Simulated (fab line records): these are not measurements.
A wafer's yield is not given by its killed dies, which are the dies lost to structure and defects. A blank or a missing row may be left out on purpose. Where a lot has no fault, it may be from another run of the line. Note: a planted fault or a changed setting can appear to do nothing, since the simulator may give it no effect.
Chamber matching + flow gf180mcu + 3 sister chambers for GF_V2_CVD_02 on pecvd-02
The step deposits SiO2 from TEOS, target thk 850 nm, time 94.851 s. 22 wafers are shown with their chamber, then 11 later ones without.

== EACH WAFER AND ITS CHAMBER ==
| wafer  | chamber | heater-power-w (W) |
|--------|---------|--------------------|
| L075.1 | 2       | 784                |
| L075.2 | 1       | 640                |
| L075.3 | 0       | 713                |
| L075.4 | 1       | 668                |
| L075.5 | 2       | 614                |
| L075.6 | 0       | 759                |
| L077.2 | 2       | 724                |
| L077.4 | 2       | 744                |
| L077.5 | 0       | 614                |
| L078.1 | 2       | 756                |
| L078.2 | 0       | 622                |
| L078.3 | 1       | 604                |
| L078.4 | 2       | 599                |
| L078.5 | 0       | 701                |
| L078.6 | 1       | 637                |
| L080.1 | 0       | 616                |
| L080.2 | 1       | 673                |
| L080.6 | 2       | 618                |
| L084.2 | 2       | 740                |
| L084.5 | 0       | 750                |
| L084.6 | 2       | 757                |
| L086.1 | 0       | 747                |

SIGNATURES, as means of the wafers listed above
| reading        | chamber 0 | chamber 1 | chamber 2 | scatter within a chamber |
|----------------|-----------|-----------|-----------|--------------------------|
| heater-power-w | 690.25    | 644.40    | 704.00    | 62                       |
Rule: a wafer's distance from a chamber is the root of the sum, over the readings, of the square of ((its reading less the chamber's mean) divided by the reading's scatter). If the next closest chamber is less than 2 further off than the closest, the wafer can't be placed; otherwise it belongs to the closest. The scatter is the square root of a quotient: the sum, over the shown wafers, of each reading's squared deviation from its chamber's mean, divided by wafers minus chambers.

== WAFERS WITH NO CHAMBER GIVEN ==
| wafer  | heater-power-w (W) |
|--------|--------------------|
| L086.3 | 704                |
| L086.4 | 759                |
| L089.1 | 625                |
| L089.3 | 652                |
| L089.4 | 686                |
| L091.2 | 584                |
| L091.4 | 743                |
| L091.6 | 636                |
| L096.2 | 732                |
| L096.3 | 565                |
| L096.4 | 758                |

== EACH ONE'S CHAMBER ==
| wafer  | from the rows above          | in truth |
|--------|------------------------------|----------|
| L086.3 | can't be placed: 2 or 0 or 1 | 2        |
| L086.4 | can't be placed: 2 or 0 or 1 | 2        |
| L089.1 | can't be placed: 1 or 0 or 2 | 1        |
| L089.3 | can't be placed: 1 or 0 or 2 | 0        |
| L089.4 | can't be placed: 0 or 2 or 1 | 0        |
| L091.2 | can't be placed: 1 or 0 or 2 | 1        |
| L091.4 | can't be placed: 2 or 0 or 1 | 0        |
| L091.6 | can't be placed: 1 or 0 or 2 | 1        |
| L096.2 | can't be placed: 2 or 0 or 1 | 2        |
| L096.3 | can't be placed: 1 or 0 or 2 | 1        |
| L096.4 | can't be placed: 2 or 0 or 1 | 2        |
Correct placement for 0 of the 11. These rows do not allow placing 11 (true chamber among the candidates in 11). Wrongly placed: 0.
